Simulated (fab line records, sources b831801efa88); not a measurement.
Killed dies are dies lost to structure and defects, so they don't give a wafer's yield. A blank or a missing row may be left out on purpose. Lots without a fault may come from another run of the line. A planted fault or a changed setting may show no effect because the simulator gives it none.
fab line records | flow sky130
record lots=12 wafers=36 last_day=49
route steps=708 shown METAL1@435 VIA1@458 PAD_OPEN@708
lots that met no fault: from a run of the same line without faults
start_h: hours from the record's first day to the start of the lot's first wafer shown | wait_h: hours since the lot's step before | " the same as in the row above | L1.1+2: a row that stands for several wafers | - no value, or no start given | * or withheld: withheld | < > ~ a bound
route shown NAME@n: a module of which the file shows steps, and the number in the route of the first | usual: mean/standard deviation of fault-free wafers | same: alike in all rows | chamber/n: place in a boat | sites: the reading at each site | _std_site: their standard deviation | _edge_site: outer sites' mean less inner sites' | radius_mm: how far each site lies from the wafer's centre | mask NAME#n: copy n | behind: the tool/chamber that last shaped the wafer | hold: why the lot was held/for how many hours/how that ended | device: the transistor (n, p or np) that didn't switch | end of line: the same wafers' tests at the end of the route | a step without rows: its recipe alone | killed: dies lost to structure and defects at the first sort, not the wafer's yield | map: a wafer's dies, x killed, . not, _ none there
set.NAME: the setting as run; set.NAME@STEP: as run at that earlier step | model.NAME: the simulator's own value behind a step, which no gauge read
steps of the route over a sample of lots; a table a step, a row a wafer
services: from which hour (start_h, from the record's first day; less than 0 if before it) a tool's chamber was out of use, for how many hours, and why
## steps
# step SKY_METAL1_SPUTTER_01
# recipe material=TiN target_thk_nm=20 power_w=6500 time_s=16.7 chamber_pressure_pa=0.4
# usual throttle_valve_pct=29.8/0.84
# columns lot.wafer tool chamber start_h wait_h throttle_valve_pct
L560.1 pvd_sputter-04 - 730.74 0.0 29.0
L560.3 " - " " 30.2
L560.4 " - " " 29.0
L561.1 pvd_sputter-03 - 734.14 0.0 31.8
L561.3 " - " " 29.5
L561.4 " - " " 29.5
L562.3 pvd_sputter-01 - 755.03 0.0 29.3
L562.4 " - " " 29.8
L562.6 " - " " 29.1
L563.1 pvd_sputter-01 - 757.41 0.0 29.8
L563.5 " - " " 29.2
L563.6 " - " " 29.7
L564.1 pvd_sputter-03 - 772.81 0.0 29.3
L564.4 " - " " 29.3
L564.5 " - " " 29.4
L565.1 pvd_sputter-04 - 785.80 0.0 29.9
L565.4 " - " " 29.9
L565.5 " - " " 28.7
L566.4 pvd_sputter-01 - 786.62 0.0 29.9
L566.5 " - " " 29.8
L566.6 " - " " 30.0
L567.1 pvd_sputter-04 - 788.69 0.0 30.3
L567.2 " - " " 29.8
L567.3 " - " " 29.0
L569.1 pvd_sputter-01 - 807.74 0.0 29.2
L569.2 " - " " 29.9
L569.6 " - " " 29.7
L578.2 pvd_sputter-01 - 889.78 0.0 29.6
L578.3 " - " " 29.7
L578.5 " - " " 29.9
L581.1 pvd_sputter-03 - 892.41 0.0 29.8
L581.2 " - " " 29.6
L581.4 " - " " 31.9
L580.2 pvd_sputter-04 - 893.47 0.0 29.6
L580.4 " - " " 32.1
L580.6 " - " " 29.2
# step SKY_METAL1_SPUTTER_04
# recipe material=TiN target_thk_nm=70 power_w=6500 time_s=58.3 chamber_pressure_pa=0.4
# usual throttle_valve_pct=29.9/0.83
# columns lot.wafer tool chamber start_h wait_h throttle_valve_pct
L560.1 pvd_sputter-04 - 730.81 0.0 29.0
L560.3 " - " " 30.3
L560.4 " - " " 28.9
L561.1 pvd_sputter-03 - 734.21 0.0 32.0
L561.3 " - " " 29.6
L561.4 " - " " 29.5
L562.3 pvd_sputter-01 - 755.10 0.0 29.6
L562.4 " - " " 30.1
L562.6 " - " " 29.3
L563.1 pvd_sputter-01 - 757.47 0.0 29.8
L563.5 " - " " 29.3
L563.6 " - " " 29.8
L564.1 pvd_sputter-03 - 772.88 0.0 29.5
L564.4 " - " " 29.6
L564.5 " - " " 29.3
L565.1 pvd_sputter-04 - 785.87 0.0 30.2
L565.4 " - " " 30.0
L565.5 " - " " 28.9
L566.4 pvd_sputter-01 - 786.69 0.0 29.8
L566.5 " - " " 29.9
L566.6 " - " " 30.0
L567.1 pvd_sputter-04 - 788.76 0.0 30.2
L567.2 " - " " 30.2
L567.3 " - " " 29.3
L569.1 pvd_sputter-01 - 807.81 0.0 29.2
L569.2 " - " " 29.9
L569.6 " - " " 29.7
L578.2 pvd_sputter-01 - 889.85 0.0 29.4
L578.3 " - " " 29.8
L578.5 " - " " 30.0
L581.1 pvd_sputter-03 - 892.47 0.0 29.5
L581.2 " - " " 29.4
L581.4 " - " " 32.1
L580.2 pvd_sputter-04 - 893.54 0.0 29.9
L580.4 " - " " 31.7
L580.6 " - " " 29.2
# step SKY_VIA1_HDPCVD_00
# recipe material=SiO2 target_thk_nm=1030 sigma_open_frac=0.3 time_s=171.7 temp_c=400 sih4_flow_sccm=60 pressure_mtorr=6
# usual sih4_flow_sccm=59.98/0.17
# columns lot.wafer tool chamber start_h wait_h sih4_flow_sccm
L560.1 hdpcvd-02 2 759.13 0.0 60.15
L560.3 " 1 " " 59.92
L560.4 " 2 " " 60.18
L561.1 hdpcvd-01 1 762.17 0.0 60.01
L561.3 " 0 " " 59.96
L561.4 " 1 " " 60.04
L562.3 hdpcvd-02 0 782.27 0.0 60.09
L562.4 " 1 " " 59.81
L562.6 " 2 " " 60.08
L563.1 hdpcvd-02 2 784.88 0.0 59.55
L563.5 " 1 " " 59.99
L563.6 " 0 " " 59.83
L564.1 hdpcvd-01 2 800.75 0.0 59.45
L564.4 " 2 " " 59.69
L564.5 " 0 " " 60.33
L565.1 hdpcvd-01 0 813.85 0.0 60.04
L565.4 " 1 " " 59.93
L565.5 " 0 " " 60.22
L566.4 hdpcvd-02 1 813.91 0.1 59.81
L566.5 " 0 " " 59.75
L566.6 " 2 " " 60.14
L567.1 hdpcvd-01 0 815.74 0.0 60.34
L567.2 " 1 " " 59.89
L567.3 " 2 " " 59.60
L569.1 hdpcvd-02 0 833.99 0.0 59.97
L569.2 " 1 " " 59.99
L569.6 " 0 " " 60.06
L578.2 hdpcvd-01 1 915.30 0.0 60.07
L578.3 " 2 " " 60.17
L578.5 " 0 " " 30.19
L581.1 hdpcvd-02 2 917.80 0.0 59.96
L581.2 " 1 " " 59.97
L581.4 " 0 " " 60.08
L580.2 hdpcvd-02 1 919.63 0.0 60.18
L580.4 " 0 " " 60.05
L580.6 " 1 " " 60.14
# step SKY_VIA1_THK_MEAS_01
# recipe reads=SiO2_of_VIA1_HDPCVD_00
# usual VIA1_HDPCVD_THK=1028/11
# columns lot.wafer tool chamber start_h wait_h hold VIA1_HDPCVD_THK[nm]
L560.1 film_metro-04 - 759.24 0.1 - 1014
L560.3 " - " " - 1030
L560.4 " - " " - 1020
L561.1 film_metro-02 - 762.28 0.1 - 1046
L561.3 " - " " - 1027
L561.4 " - " " - 1045
L562.3 film_metro-01 - 782.40 0.1 - 1023
L562.4 " - " " - 1026
L562.6 " - " " - 1023
L563.1 film_metro-02 - 784.99 0.1 - 1003
L563.5 " - " " - 1008
L563.6 " - " " - 1017
L564.1 film_metro-02 - 800.86 0.1 - 1039
L564.4 " - " " - 1038
L564.5 " - " " - 1028
L565.1 film_metro-01 - 813.96 0.1 - 1021
L565.4 " - " " - 1031
L565.5 " - " " - 1019
L566.4 film_metro-04 - 814.04 0.1 - 1034
L566.5 " - " " - 1041
L566.6 " - " " - 1020
L567.1 film_metro-02 - 815.86 0.1 - 1025
L567.2 " - " " - 1038
L567.3 " - " " - 1037
L569.1 film_metro-01 - 834.10 0.1 - 1033
L569.2 " - " " - 1027
L569.6 " - " " - 1038
L578.2 film_metro-01 - 915.42 0.1 await_dispo/0.2h/release 1028
L578.3 " - " " await_dispo/0.2h/release 1026
L578.5 " - " " await_dispo/0.2h/release 497
L578.2 film_metro-01 - 915.64 0.2 - 1029
L578.3 " - " " - 1026
L578.5 " - " " - 497
L581.1 film_metro-01 - 917.91 0.1 - 1013
L581.2 " - " " - 1034
L581.4 " - " " - 1029
L580.2 film_metro-01 - 919.76 0.1 - 1042
L580.4 " - " " - 1036
L580.6 " - " " - 1050
# step SKY_VIA1_OVL_MEAS_13
# usual VIA1_OVL=1/4.4
# columns lot.wafer tool chamber start_h wait_h VIA1_OVL[nm]
L560.1 overlay-01 - 785.97 0.1 1
L560.3 " - " " 3
L560.4 " - " " 8
L561.1 overlay-02 - 789.71 0.1 2
L561.3 " - " " 2
L561.4 " - " " 3
L562.3 overlay-02 - 809.32 0.1 1
L562.4 " - " " 2
L562.6 " - " " 2
L563.1 overlay-01 - 812.02 0.1 10
L563.5 " - " " 2
L563.6 " - " " 5
L564.1 overlay-01 - 825.82 0.1 11
L564.4 " - " " 3
L564.5 " - " " 3
L565.1 overlay-01 - 840.52 0.1 1
L565.4 " - " " 6
L565.5 " - " " 4
L566.4 overlay-01 - 840.89 0.1 -2
L566.5 " - " " -2
L566.6 " - " " -5
L567.1 overlay-01 - 842.87 0.1 5
L567.2 " - " " 6
L567.3 " - " " 8
L569.1 overlay-01 - 861.32 0.1 2
L569.2 " - " " 1
L569.6 " - " " 1
L578.2 overlay-02 - 940.71 0.1 4
L578.3 " - " " -5
L578.5 " - " " 5
L581.1 overlay-01 - 943.05 0.1 2
L581.2 " - " " -2
L581.4 " - " " 6
L580.2 overlay-02 - 944.43 0.1 -6
L580.4 " - " " -1
L580.6 " - " " -6
# step SKY_PAD_OPEN_PROBE_99
# usual defect_limited_yield=82.3/2 killed_at_M0_to_M3=44/7.8 killed_at_M4_up=2.9/1.7 killed_at_contacts=24/5.4 killed_at_front_end=15/4.5 killed_at_other=0.3/0.55 killed_dies=87/10 killed_open=48/7.4 killed_short=39/5.9
# same gross_dies=492 killed_at_back_side=0
# columns lot.wafer tool chamber start_h wait_h defect_limited_yield[%] killed_at_M0_to_M3 killed_at_M4_up killed_at_contacts killed_at_front_end killed_at_other killed_dies killed_open killed_short
L560.1 prober-02 - 1072.62 0.1 78.5 57 4 31 14 0 106 63 43
L560.3 prober-02 - 1072.72 0.2 82.5 44 2 17 22 1 86 46 40
L560.4 prober-02 - 1072.77 0.2 80.3 42 1 33 20 1 97 58 39
L561.1 prober-01 - 1073.42 0.1 82.7 46 3 27 9 0 85 46 39
L561.3 prober-01 - 1073.52 0.2 84.8 35 3 18 19 0 75 46 29
L561.4 prober-01 - 1073.57 0.2 81.9 46 2 30 11 0 89 57 32
L562.3 prober-02 - 1088.49 0.2 80.3 54 3 33 7 0 97 50 47
L562.4 prober-02 - 1088.54 0.2 82.7 50 2 17 15 1 85 50 35
L562.6 prober-02 - 1088.64 0.2 79.1 58 1 23 20 1 103 56 47
L563.1 prober-01 - 1091.30 0.1 80.9 43 2 31 18 0 94 50 44
L563.5 prober-01 - 1091.50 0.2 81.9 44 3 29 13 0 89 43 46
L563.6 prober-01 - 1091.55 0.2 82.1 46 2 22 18 0 88 57 31
L564.1 prober-02 - 1100.51 0.1 81.7 60 2 19 8 1 90 54 36
L564.4 prober-02 - 1100.66 0.2 82.9 49 3 15 17 0 84 51 33
L564.5 prober-02 - 1100.71 0.2 79.7 54 3 28 15 0 100 56 44
L565.1 prober-01 - 1114.47 0.1 82.7 33 2 31 19 0 85 46 39
L565.4 prober-01 - 1114.62 0.2 85.2 32 5 25 11 0 73 39 34
L565.5 prober-01 - 1114.67 0.2 84.3 30 3 31 13 0 77 41 36
L566.4 prober-01 - 1115.56 0.2 83.3 44 4 13 20 1 82 47 35
L566.5 prober-01 - 1115.61 0.2 84.8 41 1 20 13 0 75 39 36
L566.6 prober-01 - 1115.66 0.2 80.7 53 1 23 18 0 95 64 31
L567.1 prober-01 - 1118.89 0.1 81.3 41 1 33 16 1 92 52 40
L567.2 prober-01 - 1118.94 0.1 83.7 48 4 19 9 0 80 40 40
L567.3 prober-01 - 1118.99 0.2 82.5 45 4 21 16 0 86 48 38
L569.1 prober-01 - 1127.20 0.1 86.6 32 4 17 13 0 66 36 30
L569.2 prober-01 - 1127.25 0.1 82.5 43 2 25 16 0 86 45 41
L569.6 prober-01 - 1127.45 0.2 78.7 48 3 33 21 0 105 58 47
L581.1 prober-02 - 1186.12 0.1 83.5 43 2 20 16 0 81 40 41
L581.2 prober-02 - 1186.17 0.1 83.1 44 1 23 15 0 83 42 41
L581.4 prober-02 - 1186.27 0.2 79.9 49 9 24 16 1 99 51 48
L578.2 prober-01 - 1186.17 0.1 85.2 31 3 29 10 0 73 41 32
L578.3 prober-01 - 1186.22 0.2 85.0 34 1 25 14 0 74 39 35
L578.5 prober-01 - 1186.32 0.2 83.3 32 3 29 18 0 82 47 35
L580.2 prober-01 - 1186.97 0.1 82.7 47 5 16 17 0 85 52 33
L580.4 prober-01 - 1187.07 0.2 83.9 43 3 23 9 1 79 51 28
L580.6 prober-01 - 1187.17 0.2 80.9 48 3 21 22 0 94 54 40
# killed by level:class
L560.1 VIA1:geometric_particle:open=18 VIA3:geometric_particle:open=9 LI_CONTACT:geometric_particle:open=7 CONTACT:geometric_particle:open=7 VIA2:geometric_particle:open=7 CONTACT:geometric_particle:short=6 METAL1:geometric_particle:short=5 LI_CONTACT:geometric_particle:short=5
L560.3 FIELD_ISO:geometric_particle:short=8 CONTACT:geometric_particle:open=8 METAL1:geometric_particle:short=8 VIA2:geometric_particle:short=7 VIA1:geometric_particle:open=7 FIELD_ISO:geometric_particle:open=5 VIA3:geometric_particle:open=5 VIA2:geometric_particle:open=4
L560.4 VIA2:geometric_particle:open=10 FIELD_ISO:geometric_particle:open=9 LI_CONTACT:geometric_particle:open=9 CONTACT:geometric_particle:open=9 VIA3:geometric_particle:open=8 CONTACT:geometric_particle:short=6 LOCAL_INTERCONNECT:geometric_particle:short=5 VIA1:geometric_particle:short=5
L561.1 CONTACT:geometric_particle:open=10 VIA1:geometric_particle:open=10 VIA2:geometric_particle:open=9 LI_CONTACT:geometric_particle:open=7 METAL2:geometric_particle:short=6 CONTACT:geometric_particle:short=5 METAL1:geometric_particle:short=4 VIA1:geometric_particle:short=4
L561.3 LI_CONTACT:geometric_particle:open=9 VIA1:geometric_particle:open=8 VIA1:geometric_particle:short=6 CONTACT:geometric_particle:open=6 FIELD_ISO:geometric_particle:open=5 POLY_GATE:geometric_particle:short=5 VIA3:geometric_particle:open=5 POLY_GATE:geometric_particle:open=4
L561.4 VIA1:geometric_particle:open=12 LI_CONTACT:geometric_particle:open=11 CONTACT:geometric_particle:open=10 VIA2:geometric_particle:open=7 VIA1:geometric_particle:short=6 VIA3:geometric_particle:open=6 FIELD_ISO:geometric_particle:open=5 LI_CONTACT:geometric_particle:short=4
L562.3 CONTACT:geometric_particle:open=13 VIA1:geometric_particle:open=11 LI_CONTACT:geometric_particle:open=7 CONTACT:geometric_particle:short=7 METAL3:geometric_particle:short=7 METAL2:geometric_particle:short=7 VIA3:geometric_particle:open=7 VIA2:geometric_particle:short=6
L562.4 VIA1:geometric_particle:open=9 VIA2:geometric_particle:open=9 VIA1:geometric_particle:short=8 VIA3:geometric_particle:open=8 CONTACT:geometric_particle:open=6 METAL2:geometric_particle:short=6 LI_CONTACT:geometric_particle:open=5 FIELD_ISO:geometric_particle:short=4
L562.6 VIA1:geometric_particle:open=15 VIA3:geometric_particle:open=9 CONTACT:geometric_particle:open=8 VIA2:geometric_particle:open=7 FIELD_ISO:geometric_particle:open=6 VIA2:geometric_particle:short=6 METAL1:geometric_particle:short=6 LOCAL_INTERCONNECT:geometric_particle:short=5
L563.1 CONTACT:geometric_particle:open=11 VIA2:geometric_particle:open=9 CONTACT:geometric_particle:short=8 LI_CONTACT:geometric_particle:open=7 VIA1:geometric_particle:open=7 VIA3:geometric_particle:open=6 VIA1:geometric_particle:short=6 POLY_GATE:geometric_particle:short=5
L563.5 CONTACT:geometric_particle:open=9 VIA3:geometric_particle:open=8 VIA1:geometric_particle:open=7 LI_CONTACT:geometric_particle:short=6 VIA1:geometric_particle:short=6 CONTACT:geometric_particle:short=5 METAL2:geometric_particle:short=5 VIA2:geometric_particle:open=5
L563.6 VIA1:geometric_particle:open=14 CONTACT:geometric_particle:open=10 POLY_GATE:geometric_particle:open=8 LI_CONTACT:geometric_particle:open=7 VIA1:geometric_particle:short=6 VIA3:geometric_particle:open=6 VIA2:geometric_particle:open=5 POLY_GATE:geometric_particle:short=4
L564.1 VIA1:geometric_particle:open=16 VIA1:geometric_particle:short=10 VIA2:geometric_particle:open=10 VIA3:geometric_particle:open=7 LI_CONTACT:geometric_particle:open=6 CONTACT:geometric_particle:open=6 LI_CONTACT:geometric_particle:short=4 METAL1:geometric_particle:short=4
L564.4 VIA1:geometric_particle:open=16 CONTACT:geometric_particle:open=8 METAL2:geometric_particle:short=7 FIELD_ISO:geometric_particle:open=6 VIA3:geometric_particle:open=6 VIA2:geometric_particle:open=5 FIELD_ISO:geometric_particle:short=4 VIA1:geometric_particle:short=4
L564.5 CONTACT:geometric_particle:open=14 VIA1:geometric_particle:open=13 VIA2:geometric_particle:open=8 FIELD_ISO:geometric_particle:short=7 LI_CONTACT:geometric_particle:open=7 VIA1:geometric_particle:short=6 METAL1:geometric_particle:short=6 POLY_GATE:geometric_particle:open=5
L565.1 CONTACT:geometric_particle:open=15 CONTACT:geometric_particle:short=7 VIA2:geometric_particle:open=7 POLY_GATE:geometric_particle:open=6 METAL1:geometric_particle:short=6 VIA1:geometric_particle:short=6 POLY_GATE:geometric_particle:short=4 LI_CONTACT:geometric_particle:open=4
L565.4 CONTACT:geometric_particle:open=10 VIA1:geometric_particle:open=8 VIA2:geometric_particle:open=7 LOCAL_INTERCONNECT:geometric_particle:short=5 CONTACT:geometric_particle:short=5 FIELD_ISO:geometric_particle:short=4 METAL2:geometric_particle:short=4 LI_CONTACT:geometric_particle:open=3
L565.5 CONTACT:geometric_particle:open=12 CONTACT:geometric_particle:short=9 VIA1:geometric_particle:open=9 FIELD_ISO:geometric_particle:open=8 METAL1:geometric_particle:short=6 LI_CONTACT:geometric_particle:short=4 LI_CONTACT:geometric_particle:open=4 METAL2:geometric_particle:short=4
L566.4 VIA1:geometric_particle:open=14 VIA3:geometric_particle:open=6 FIELD_ISO:geometric_particle:short=5 LOCAL_INTERCONNECT:geometric_particle:short=5 CONTACT:geometric_particle:open=5 METAL1:geometric_particle:short=5 VIA2:geometric_particle:short=5 POLY_GATE:geometric_particle:short=4
L566.5 CONTACT:geometric_particle:open=10 VIA1:geometric_particle:open=10 VIA2:geometric_particle:open=6 METAL1:geometric_particle:short=5 METAL2:geometric_particle:short=5 FIELD_ISO:geometric_particle:short=4 VIA1:geometric_particle:short=4 VIA3:geometric_particle:open=4
L566.6 VIA1:geometric_particle:open=13 VIA2:geometric_particle:open=9 CONTACT:geometric_particle:open=8 VIA3:geometric_particle:open=7 LI_CONTACT:geometric_particle:open=7 FIELD_ISO:geometric_particle:open=6 POLY_GATE:geometric_particle:open=6 VIA3:geometric_particle:short=5
L567.1 CONTACT:geometric_particle:short=12 METAL2:geometric_particle:short=9 FIELD_ISO:geometric_particle:open=8 LI_CONTACT:geometric_particle:open=8 CONTACT:geometric_particle:open=8 VIA1:geometric_particle:open=7 VIA3:geometric_particle:open=6 VIA2:geometric_particle:open=4
L567.2 METAL2:geometric_particle:short=11 VIA2:geometric_particle:open=9 METAL1:geometric_particle:short=8 CONTACT:geometric_particle:open=7 CONTACT:geometric_particle:short=6 LI_CONTACT:geometric_particle:open=5 VIA1:geometric_particle:open=4 METAL2:geometric_particle:open=4
L567.3 VIA1:geometric_particle:open=14 LI_CONTACT:geometric_particle:open=9 VIA1:geometric_particle:short=8 FIELD_ISO:geometric_particle:short=7 VIA2:geometric_particle:open=7 CONTACT:geometric_particle:open=6 METAL1:geometric_particle:short=6 LOCAL_INTERCONNECT:geometric_particle:short=3
L569.1 CONTACT:geometric_particle:open=7 VIA1:geometric_particle:open=7 FIELD_ISO:geometric_particle:short=6 LI_CONTACT:geometric_particle:open=4 METAL1:geometric_particle:short=4 METAL2:geometric_particle:short=4 VIA2:geometric_particle:open=4 CONTACT:geometric_particle:short=3
L569.2 CONTACT:geometric_particle:open=12 VIA2:geometric_particle:open=10 FIELD_ISO:geometric_particle:short=7 METAL1:geometric_particle:short=6 FIELD_ISO:geometric_particle:open=5 LI_CONTACT:geometric_particle:open=5 VIA2:geometric_particle:short=5 LOCAL_INTERCONNECT:geometric_particle:short=4
L569.6 VIA1:geometric_particle:open=12 LI_CONTACT:geometric_particle:open=10 CONTACT:geometric_particle:open=9 LOCAL_INTERCONNECT:geometric_particle:short=8 FIELD_ISO:geometric_particle:short=7 VIA3:geometric_particle:open=7 METAL2:geometric_particle:short=6 POLY_GATE:geometric_particle:short=5
L581.1 VIA1:geometric_particle:open=10 VIA1:geometric_particle:short=8 CONTACT:geometric_particle:open=6 METAL2:geometric_particle:short=5 VIA2:geometric_particle:open=5 VIA3:geometric_particle:open=5 FIELD_ISO:geometric_particle:short=4 POLY_GATE:geometric_particle:short=4
L578.2 CONTACT:geometric_particle:open=10 LI_CONTACT:geometric_particle:open=6 CONTACT:geometric_particle:short=6 VIA2:geometric_particle:open=6 METAL1:geometric_particle:short=5 VIA1:geometric_particle:open=5 VIA3:geometric_particle:open=4 VIA3:geometric_particle:short=4
L581.2 VIA3:geometric_particle:open=10 METAL1:geometric_particle:short=9 VIA1:geometric_particle:open=8 LI_CONTACT:geometric_particle:open=7 METAL2:geometric_particle:short=6 POLY_GATE:geometric_particle:short=5 CONTACT:geometric_particle:open=5 FIELD_ISO:geometric_particle:open=4
L578.3 CONTACT:geometric_particle:open=12 METAL1:geometric_particle:short=8 VIA1:geometric_particle:open=8 LI_CONTACT:geometric_particle:open=7 VIA3:geometric_particle:short=4 METAL2:geometric_particle:short=4 VIA1:geometric_particle:short=4 POLY_GATE:geometric_particle:short=3
L581.4 VIA1:geometric_particle:open=11 LI_CONTACT:geometric_particle:open=11 METAL4:geometric_particle:short=7 VIA3:geometric_particle:short=6 VIA1:geometric_particle:short=6 VIA3:geometric_particle:open=6 POLY_GATE:geometric_particle:open=5 LOCAL_INTERCONNECT:geometric_particle:short=4
L578.5 VIA1:geometric_particle:open=12 CONTACT:geometric_particle:open=11 LI_CONTACT:geometric_particle:open=6 LOCAL_INTERCONNECT:geometric_particle:short=5 FIELD_ISO:geometric_particle:open=4 CONTACT:geometric_particle:short=4 VIA1:geometric_particle:short=4 VIA2:geometric_particle:open=4
L580.2 VIA1:geometric_particle:open=15 VIA3:geometric_particle:open=9 CONTACT:geometric_particle:open=8 VIA1:geometric_particle:short=5 FIELD_ISO:geometric_particle:open=4 FIELD_ISO:geometric_particle:short=4 LI_CONTACT:geometric_particle:open=4 METAL1:geometric_particle:short=4
L580.4 CONTACT:geometric_particle:open=10 VIA2:geometric_particle:open=9 METAL1:geometric_particle:short=8 VIA1:geometric_particle:open=6 LI_CONTACT:geometric_particle:open=5 METAL2:geometric_particle:short=5 VIA3:geometric_particle:open=5 CONTACT:geometric_particle:short=4
L580.6 VIA1:geometric_particle:open=12 METAL1:geometric_particle:short=10 LI_CONTACT:geometric_particle:open=9 POLY_GATE:geometric_particle:short=6 CONTACT:geometric_particle:open=6 VIA3:geometric_particle:open=6 FIELD_ISO:geometric_particle:open=5 METAL1:geometric_particle:open=4
## services
# columns tool chamber start_h hours kind
pvd_sputter-04 1 716.61 - consumable_replace:kit
pvd_sputter-04 1 716.61 18.0 scheduled_down
pvd_sputter-04 1 716.61 18.0 vent_cycle
hdpcvd-02 - 732.32 3.3 repair
pvd_sputter-03 - 739.71 3.3 repair
pvd_sputter-04 - 754.70 7.2 repair
hdpcvd-02 - 770.48 1.8 repair
pvd_sputter-03 - 781.05 1.1 repair
pvd_sputter-03 0 789.03 - consumable_replace:kit
pvd_sputter-03 0 789.03 18.0 scheduled_down
pvd_sputter-03 0 789.03 18.0 vent_cycle
pvd_sputter-01 1 807.86 - consumable_replace:kit
pvd_sputter-01 1 807.86 18.0 scheduled_down
pvd_sputter-01 1 807.86 18.0 vent_cycle
pvd_sputter-04 0 827.44 - consumable_replace:kit
pvd_sputter-04 0 827.44 18.0 scheduled_down
pvd_sputter-04 0 827.44 18.0 vent_cycle
hdpcvd-02 - 870.85 0.6 repair
pvd_sputter-01 - 888.00 1.1 repair
hdpcvd-01 - 909.84 0.8 pm
pvd_sputter-04 - 911.49 1.2 repair
pvd_sputter-04 - 918.46 2.5 repair
## key
first_sign step=SKY_VIA1_HDPCVD_00 reading=sih4_flow_sccm direction=down sigmas=99+ usual=59.98 struck=30.19
effect step=SKY_VIA1_THK_MEAS_01 reading=visit direction=added
effect step=SKY_VIA1_THK_MEAS_01 reading=VIA1_HDPCVD_THK direction=down sigmas=48 usual=1028 struck=497
met_at SKY_VIA1_HDPCVD_00
struck_lots L578
struck_wafers L578.5
not_acting_at SKY_METAL1_SPUTTER_01,SKY_METAL1_SPUTTER_04,SKY_VIA1_OVL_MEAS_13
onset_between 815.74 915.30
fault kind=process_parameter_drift tool=hdpcvd-01 chamber=0 onset_h=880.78 steps=SKY_VIA1_HDPCVD_00 channel=sih4_flow_sccm offset=-30 shape=step end_h=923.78 acts_in=these_recipes_only stated=60
